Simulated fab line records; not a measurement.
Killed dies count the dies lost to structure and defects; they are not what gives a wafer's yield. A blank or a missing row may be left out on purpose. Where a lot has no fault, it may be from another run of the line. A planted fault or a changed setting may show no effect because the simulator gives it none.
Matching of chambers | flow sky130 | 4 sister chambers for SKY_LI_CONTACT_CMP_02 on cmp-02
The step polishes PSG. 8 wafers are shown with their chamber, then 6 later ones without.

WAFERS, EACH WITH ITS CHAMBER
wafer  | chamber | motor-current-A (A) | time-to-endpoint-s (s)
L843.6 | 1       | 12.1                | 37
L849.3 | 0       | 10.3                | 31
L850.3 | 2       | 12.5                | 34
L851.1 | 2       | 12.7                | 31
L851.4 | 3       | 11.7                | 37
L851.6 | 0       | 10.5                | 30
L853.1 | 3       | 11.5                | 35
L853.3 | 1       | 12.1                | 37

WAFERS WITH NO CHAMBER GIVEN
wafer  | motor-current-A (A) | time-to-endpoint-s (s)
L853.5 | 11.7                | 37
L856.4 | 10.2                | 28
L856.5 | 11.9                | 33
L859.4 | 12.1                | 38
L859.5 | 10.8                | 28
L859.6 | 12.0                | 40

WHICH CHAMBER EACH WENT THROUGH
wafer  | from the rows above     | in truth
L853.5 | 3                       | 3
L856.4 | 0                       | 0
L856.5 | can't be placed: 3 or 1 | 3
L859.4 | 1                       | 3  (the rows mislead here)
L859.5 | 0                       | 0
L859.6 | 1                       | 1
Correct placement for 4 of the 6. Not placeable from these rows: 1 (in 1, the candidates include the true chamber). Number placed wrongly: 1.
How it was worked out, from the rows above alone: a wafer's distance from a chamber is the root of the sum, over the readings, of the square of ((its reading less the chamber's mean) divided by the reading's scatter). The wafer belongs to the nearest chamber; if the next one is less than 2 further off, it can't be placed. The mean given for a chamber averages the wafers shown for that chamber. The scatter: take each reading less its chamber's mean, square it, sum over the shown wafers, divide by the number of wafers less the number of chambers, and take the root.
